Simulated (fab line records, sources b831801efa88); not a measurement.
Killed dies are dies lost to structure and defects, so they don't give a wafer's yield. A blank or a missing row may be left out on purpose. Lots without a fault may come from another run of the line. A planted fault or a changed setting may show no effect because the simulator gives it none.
Which tool did it? | flow gf180mcu | 11 lots, 33 wafers sampled, at 7 steps of a route of 602

WHAT THE GAUGES READ, wafer by wafer
GF_PSD_TW_MEAS_11. Usual: PSD_TW 3177, standard deviation 22.
lot  | measured     | on            | PSD_TW                        | flag
L407 | day 14 01:59 | film_metro-02 | 3168 3180 3168                |
L411 | day 15 10:58 | film_metro-02 | 3198 3185 3194                |
L412 | day 16 01:56 | film_metro-02 | 3183 3197 3168                |
L414 | day 17 00:52 | film_metro-03 | 3182 3171 3170                |
L415 | day 17 17:26 | film_metro-02 | 3189 3188 3191                |
L417 | day 18 16:18 | film_metro-02 | 3169 3184 3169                |
L418 | day 18 23:08 | film_metro-03 | 3209 3196 3189                |
L421 | day 20 08:11 | film_metro-01 | 3021 3030 3012 3025 3027 3010 | OFF
L424 | day 20 23:32 | film_metro-02 | 2962 2976 2968 2970 2954 2978 | OFF
L423 | day 21 01:47 | film_metro-03 | 3199 3204 3187                |
L426 | day 21 14:47 | film_metro-02 | 3146 3140 3140                |

GF_PSD_RS_MEAS_15: measures by four-point-probe. Usual: PSD_RS 108.7 ohm/sq, standard deviation 0.3.
lot  | measured     | on            | PSD_RS (ohm/sq)                     | flag
L407 | day 14 02:18 | film_metro-01 | 108.6 108.3 108.2                   |
L411 | day 15 11:17 | film_metro-03 | 109.0 109.2 109.2                   |
L412 | day 16 02:16 | film_metro-03 | 108.8 108.4 108.7                   |
L414 | day 17 01:11 | film_metro-01 | 108.4 108.6 108.5                   |
L415 | day 17 17:45 | film_metro-01 | 108.2 108.6 108.4                   |
L417 | day 18 16:46 | film_metro-03 | 108.4 108.3 108.5                   |
L418 | day 18 23:27 | film_metro-03 | 108.4 108.4 108.4                   |
L421 | day 20 11:35 | film_metro-03 | 119.8 119.8 119.9 119.9 119.9 119.9 | OFF
L424 | day 21 02:52 | film_metro-01 | 120.1 120.2 120.3 120.1 120.3 120.2 | OFF
L423 | day 21 02:07 | film_metro-01 | 108.4 108.6 108.4                   |
L426 | day 21 15:06 | film_metro-01 | 109.0 108.5 108.9                   |

GF_SALICIDE_THK_MEAS_05: measures by xrf. Usual: SALICIDE_TIN_THK 19.85 nm, standard deviation 0.21.
lot  | measured     | on            | SALICIDE_TIN_THK (nm) | flag
L407 | day 15 00:08 | film_metro-01 | 19.42 19.56 19.61     |
L411 | day 16 08:35 | film_metro-01 | 20.03 20.16 20.08     |
L412 | day 17 00:41 | film_metro-02 | 19.86 19.94 19.97     |
L414 | day 18 00:38 | film_metro-01 | 19.82 19.65 19.80     |
L415 | day 18 16:43 | film_metro-02 | 20.11 19.84 20.02     |
L417 | day 19 17:16 | film_metro-02 | 19.80 19.70 19.88     |
L418 | day 19 23:48 | film_metro-04 | 19.88 20.01 20.09     |
L421 | day 21 08:54 | film_metro-02 | 19.58 19.82 19.69     |
L424 | day 21 23:47 | film_metro-02 | 19.80 19.72 19.81     |
L423 | day 22 02:41 | film_metro-02 | 19.79 19.91 19.90     |
L426 | day 22 14:47 | film_metro-01 | 19.57 19.77 19.34     |

GF_CONTACT_BOW_MEAS_05. Usual: CONTACT_BOW 66 um, standard deviation 7.3.
lot  | measured     | on            | CONTACT_BOW (um) | flag
L407 | day 15 01:02 | film_metro-03 | 69 72 77         |
L411 | day 16 09:34 | film_metro-04 | 72 67 70         |
L412 | day 17 01:35 | film_metro-01 | 70 73 60         |
L414 | day 18 01:37 | film_metro-01 | 72 58 69         |
L415 | day 18 17:55 | film_metro-01 | 60 59 59         |
L417 | day 19 18:11 | film_metro-04 | 56 72 66         |
L418 | day 20 00:41 | film_metro-01 | 57 65 60         |
L421 | day 21 09:48 | film_metro-04 | 76 73 67         |
L424 | day 22 00:41 | film_metro-04 | 55 61 47         |
L423 | day 22 03:35 | film_metro-04 | 54 67 70         |
L426 | day 22 15:43 | film_metro-01 | 68 60 65         |

GF_CONTACT_CD_MEAS_14: target cd 220 nm. Usual: cd_nm 220.1 nm, standard deviation 1.6.
lot  | measured     | on        | cd_nm (nm)        | flag
L407 | day 15 22:29 | cd_sem-02 | 219.4 219.7 218.9 |
L411 | day 17 07:58 | cd_sem-02 | 220.3 221.4 218.6 |
L412 | day 18 00:38 | cd_sem-01 | 217.6 220.0 218.6 |
L414 | day 19 01:25 | cd_sem-02 | 219.3 218.2 219.9 |
L415 | day 19 17:56 | cd_sem-01 | 224.0 222.9 221.9 |
L417 | day 20 18:25 | cd_sem-01 | 219.1 218.7 218.0 |
L418 | day 21 00:26 | cd_sem-02 | 217.8 218.6 217.5 |
L421 | day 22 09:14 | cd_sem-02 | 219.9 220.3 220.4 |
L424 | day 23 00:05 | cd_sem-01 | 219.1 218.8 219.6 |
L423 | day 23 02:53 | cd_sem-01 | 221.7 222.1 221.7 |
L426 | day 23 14:59 | cd_sem-01 | 219.4 219.0 220.0 |

WHICH TOOL RAN EACH LOT (tool, then ch and the chambers of the sampled wafers, then the start)
lot  | GF_PSD_IMPLANT_09               | GF_PSD_STRIP_10
L407 | implanter-04 ch 0, day 14 01:44 | plasma_asher-03 ch 0,1, day 14 01:52
L411 | implanter-04 ch 0, day 15 10:43 | plasma_asher-01 ch 0,1, day 15 10:52
L412 | implanter-01 ch 0, day 16 01:42 | plasma_asher-01 ch 0,1, day 16 01:50
L414 | implanter-03 ch 0, day 17 00:37 | plasma_asher-01 ch 0,1, day 17 00:46
L415 | implanter-04 ch 0, day 17 17:11 | plasma_asher-03 ch 0,1, day 17 17:19
L417 | implanter-03 ch 0, day 18 16:05 | plasma_asher-01 ch 0,1, day 18 16:12
L418 | implanter-01 ch 0, day 18 22:53 | plasma_asher-01 ch 0,1, day 18 23:01
L421 | implanter-03 ch 0, day 20 07:57 | plasma_asher-02 ch 0,1, day 20 08:04
L424 | implanter-03 ch 0, day 20 23:18 | plasma_asher-02 ch 0,1, day 20 23:25
L423 | implanter-01 ch 0, day 21 01:33 | plasma_asher-03 ch 0, day 21 01:40
L426 | implanter-01 ch 0, day 21 14:32 | plasma_asher-02 ch 0, day 21 14:40
- GF_PSD_IMPLANT_09
- GF_PSD_STRIP_10: strips in O2/N2.

WHAT THE TOOLS THEMSELVES READ (means of the sampled wafers that have a number; where no wafer has one, the mark that the record gives instead)
GF_PSD_IMPLANT_09. Usual: beam_energy_keV 40.001, standard deviation 0.011.
lot  | tool         | beam_energy_keV | flag
L407 | implanter-04 | 40.003          |
L411 | implanter-04 | 40.008          |
L412 | implanter-01 | 40.003          |
L414 | implanter-03 | 40.010          |
L415 | implanter-04 | 40.014          |
L417 | implanter-03 | 40.007          |
L418 | implanter-01 | 39.987          |
L421 | implanter-03 | 32.321          | OFF
L424 | implanter-03 | 32.321          | OFF
L423 | implanter-01 | 39.990          |
L426 | implanter-01 | 39.991          |

GF_PSD_STRIP_10. Usual: drypump_motor_current_A 5.5 A, standard deviation 0.42; heater_power_w 339 W, standard deviation 25; oes_product_au 0.593 a.u., standard deviation 0.005; strip_time_to_endpoint_s 16.52 s, standard deviation 0.039.
lot  | tool            | drypump_motor_current_A (A) | heater_power_w (W) | oes_product_au (a.u.) | strip_time_to_endpoint_s (s) | flag
L407 | plasma_asher-03 | 6.0                         | 340                | 0.596                 | 16.54                        |
L411 | plasma_asher-01 | 5.5                         | 359                | 0.591                 | 16.57                        |
L412 | plasma_asher-01 | 5.5                         | 363                | 0.592                 | 16.52                        |
L414 | plasma_asher-01 | 5.4                         | 352                | 0.593                 | 16.51                        |
L415 | plasma_asher-03 | 6.0                         | 341                | 0.597                 | 16.48                        |
L417 | plasma_asher-01 | 5.4                         | 342                | 0.594                 | 16.56                        |
L418 | plasma_asher-01 | 5.5                         | 361                | 0.590                 | 16.52                        |
L421 | plasma_asher-02 | 5.3                         | 338                | 0.609                 | 15.77                        | OFF
L424 | plasma_asher-02 | 5.3                         | 334                | 0.610                 | 15.79                        | OFF
L423 | plasma_asher-03 | 5.9                         | 331                | 0.592                 | 16.44                        |
L426 | plasma_asher-02 | 4.8                         | 311                | 0.589                 | 16.54                        |

THE ANSWER, worked out from the rows above alone
Rule: a lot is off if the mean of its wafers that have a number lies more than 3 standard deviations from the usual mean. A lot without any number at a reading at which 4 lots or more have one is off too. The other lots that the step has rows for count as sound. The gauges are gone through in route order, then the tools' own readings, and for those a lot's mean is taken as printed above. The first step at which some lot is off is used, and at that step the reading that is off furthest; a lot without a number counts as furthest.
Off: L421, L424, at GF_PSD_TW_MEAS_11 (PSD_TW).
A tool fits if, at a process step before that reading, it ran every lot that is off, and no sound lot after the first of them. The gauges at GF_PSD_TW_MEAS_11 aren't tried: what is off there is off at GF_PSD_IMPLANT_09 too, on other tools, and a gauge's error can't cause that. One fits: implanter-03 at GF_PSD_IMPLANT_09. Its last sound lot is L417 (day 18 16:05), its first lot that is off L421 (day 20 07:57): a fault that began between those two fits.
The tool's own readings at GF_PSD_IMPLANT_09 bear it out: on the lots that are off they differ by more than 5 times the standard deviation of the sound lots' means. beam_energy_keV reads 32.321 there against 40.001 on the sound lots.

WHAT THE SIMULATOR HAD PUT IN
Process parameter drift: implanter-03, from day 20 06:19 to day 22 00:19, at GF_PSD_IMPLANT_09. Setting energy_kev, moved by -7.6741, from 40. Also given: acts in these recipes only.
Lots struck among those shown: L421, L424. The rule above found the same.
